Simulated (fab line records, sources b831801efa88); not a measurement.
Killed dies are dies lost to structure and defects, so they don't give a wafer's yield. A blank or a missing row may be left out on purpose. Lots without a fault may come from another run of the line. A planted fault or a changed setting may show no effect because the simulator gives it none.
Problem report in the 8D (eight disciplines) form, filled by code | flow sky130 | the parts of the form that need people (team, actions taken, sign-off) are left out

1. THE PROBLEM
strip_time_to_endpoint_s at SKY_VT_ADJUST_LVTN_STRIP_09 reads a mean of 29.91 s on 6 wafers of 3 lots; wafers without a fault read 36.97 s with a standard deviation of 0.11. That is -64 standard deviations from the usual mean.
The step: strips in O2/N2.
First seen on wafer L823.2, day 9 00:56, on plasma_asher-02. The record holds 36 wafers of 12 lots with a number at this step. Rule for "out", or "out of limits": more than 4 standard deviations from the usual mean. The other wafers with a number count as sound.

2. WHAT IT IS AND WHAT IT IS NOT
question                    | is                                             | is not
which readings at this step | strip_time_to_endpoint_s                       | drypump_motor_current_A, oes_product_au
which lots                  | L823, L824, L825                               | L816, L817, L818, L819, L821, L822, L835, L836, L838
which wafers of those lots  | L823.2, L823.3, L824.2, L824.5, L825.2, L825.5 | L823.4, L824.1, L825.6
read on which tools         | plasma_asher-02, plasma_asher-03               | plasma_asher-01
when                        | from day 9 00:56                               | up to then (19 sound wafers); but 11 sound wafers of L824, L825, L835, L836, L838 came after

3. SUSPECTS, AND WHAT RULES EACH OUT
Counting: a tool at a process step up to the reading stays a suspect if it ran every lot that is out. Sound lots after the first of them don't rule it out here, since some wafers of a struck lot are sound.
- litho_track-04 at SKY_VT_ADJUST_LVTN_COAT_02 (resist thk 3000 nm): kept. It ran every lot that is out, first L823 (day 8 14:02); its last sound lot up to then is L822 (day 8 10:35).
Left after counting: litho_track-04 at SKY_VT_ADJUST_LVTN_COAT_02.

4. THE CAUSE (what the simulator had put in)
Process parameter drift: litho_track-04, from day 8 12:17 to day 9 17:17, at SKY_VT_ADJUST_LVTN_COAT_02. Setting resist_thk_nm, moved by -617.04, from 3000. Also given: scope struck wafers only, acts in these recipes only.
Counting left only this tool.

5. THE CHAIN OF EFFECTS, in route order
Each row: a reading whose mean over the struck wafers that have a number lies more than 3 standard deviations from the usual. Only readings for which the record gives a usual standard deviation are gone through. hours: the time from each lot's start at the first step in this table that gives one to its start at this step, as a median over the lots. sigmas: the change in usual standard deviations.
hours | step                        | reading                  | usual   | on struck wafers | change | sigmas
0     | SKY_VT_ADJUST_LVTN_STRIP_09 | strip_time_to_endpoint_s | 36.97 s | 29.91            | -7.06  | -64
The process steps in it:
- SKY_VT_ADJUST_LVTN_STRIP_09: strips in O2/N2.
Later measuring or inspecting steps at which every struck wafer that the step has a row for has a number for every such reading, and none has moved that far: SKY_GATE_OXIDE_OVL_MEAS_10, SKY_RES_PROTECT_TW_MEAS_08.

6. WHAT WOULD HAVE CAUGHT IT SOONER
In this record the first reading out of limits was taken at day 9 00:56, 13 hours after the fault began at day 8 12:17.
Of the tool readings at SKY_VT_ADJUST_LVTN_COAT_02 for which the record gives a usual standard deviation, none was out on any struck wafer, so an alarm limit of 4 standard deviations on them would not have fired.
Of the lots that are out (3), L825 began SKY_VT_ADJUST_LVTN_COAT_02 on litho_track-04 after day 9 00:56. A hold on the tool at that time would have spared it.
